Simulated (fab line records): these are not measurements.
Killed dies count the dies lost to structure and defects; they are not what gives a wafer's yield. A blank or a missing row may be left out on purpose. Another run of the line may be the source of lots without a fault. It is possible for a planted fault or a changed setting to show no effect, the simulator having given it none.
Shared-tool check ; flow sky130 ; Sampled: 13 lots, 45 wafers

== REASON IT WAS OPENED ==
Of 13 lots, 2 have the reading VT_ADJUST_NCORE_OVL flagged at SKY_VT_ADJUST_NCORE_OVL_MEAS_08. Wafers without a fault read 0.4 nm, standard deviation 1.4.
Rule: flag the lot when none of its wafers has a number, or when each of its wafers that has one lies beyond 4 standard deviations from that mean. As for the other lots, they are considered sound.

lot;measured;on;VT_ADJUST_NCORE_OVL (nm), wafer by wafer;flag
L488;day 8 20:21;overlay-02;0.3 0.0 2.0;
L489;day 8 22:28;overlay-02;1.9 0.4 3.2;
L491;day 9 10:48;overlay-02;-0.6 -1.2 0.2;
L493;day 9 23:43;overlay-02;1.7 -0.1 2.1;
L494;day 10 07:36;overlay-02;0.2 -0.1 1.6;
L495;day 10 15:00;overlay-02;-2.6 -1.3 -2.6;
L497;day 11 06:31;overlay-02;-0.3 -0.7 0.8;
L498;day 11 14:22;overlay-01;0.2 0.6 2.0;
L501;day 12 10:46;overlay-01;2.0 -0.5 0.7;
L502;day 12 16:28;overlay-02;-118.3 -118.6 -119.3 -116.8 -117.5 -117.7;FLAGGED
L506;day 14 01:00;overlay-01;-119.9 -119.9 -120.3 -118.0 -118.4 -118.6;FLAGGED
L507;day 14 09:55;overlay-02;-0.7 0.1 1.6;
L510;day 15 01:22;overlay-01;0.3 0.1 -0.2;
The mean of the flagged lots' numbers is -118.6 nm, -119.0 nm from the usual (-85 standard deviations).

== LOT BY LOT: THE TOOL USED ==
The record holds 1 process step before the reading, out of a route of 708 steps. Every cell lists first the tool, next ch and the chambers used by the sampled wafers, and last the start.
lot;flag;SKY_VT_ADJUST_NCORE_EXPOSE_04
L488;;iline stepper-01 ch 0, day 8 09:46
L489;;iline stepper-01 ch 0, day 8 12:24
L491;;iline stepper-02 ch 0, day 8 23:25
L493;;iline stepper-02 ch 0, day 9 12:56
L494;;iline stepper-02 ch 0, day 9 20:26
L495;;iline stepper-02 ch 0, day 10 03:26
L497;;iline stepper-01 ch 0, day 10 18:41
L498;;iline stepper-01 ch 0, day 11 02:43
L501;;iline stepper-02 ch 0, day 11 22:53
L502;FLAGGED;iline stepper-02 ch 0, day 12 03:46
L506;FLAGGED;iline stepper-02 ch 0, day 13 12:22
L507;;iline stepper-01 ch 0, day 13 21:56
L510;;iline stepper-01 ch 0, day 14 11:30
What the steps here do:
- SKY_VT_ADJUST_NCORE_EXPOSE_04: exposes mask LVTN COMPLEMENT THIN, target cd 380 nm.
- SKY_VT_ADJUST_NCORE_OVL_MEAS_08

== FLAGGED OVER TOTAL, TOOL BY TOOL (the gauges that took the reading come last) ==
step;tool;lots run;flagged;share of the flagged lots;sound lots run after its first flagged lot
SKY_VT_ADJUST_NCORE_EXPOSE_04;iline stepper-01;6;0;none;-
SKY_VT_ADJUST_NCORE_EXPOSE_04;iline stepper-02;7;2;all;0
SKY_VT_ADJUST_NCORE_OVL_MEAS_08;overlay-01;4;1;some;1 (L510)
SKY_VT_ADJUST_NCORE_OVL_MEAS_08;overlay-02;9;1;some;1 (L507)

== WHAT THE TABLE ALLOWS ==
Rows of the table that ran each flagged lot: 1, that is iline stepper-02 at SKY_VT_ADJUST_NCORE_EXPOSE_04.
- iline stepper-02 at SKY_VT_ADJUST_NCORE_EXPOSE_04: 2 of its 7 lots flagged. It ran its last sound lot, L501, at day 11 22:53 and its first flagged lot, L502, at day 12 03:46: a fault with its onset between the two fits.
iline stepper-02 at SKY_VT_ADJUST_NCORE_EXPOSE_04 is the single tool remaining.

== WHAT THE SIMULATOR HAD INSERTED ==
Scanner matching overlay: iline stepper-02, from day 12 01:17 on, at SKY_VT_ADJUST_NCORE_EXPOSE_04. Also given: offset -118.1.
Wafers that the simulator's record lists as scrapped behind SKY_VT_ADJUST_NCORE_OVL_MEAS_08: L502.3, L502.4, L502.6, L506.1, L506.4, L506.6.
Struck lots among those shown: L502, L506. The same result came from the rule above.
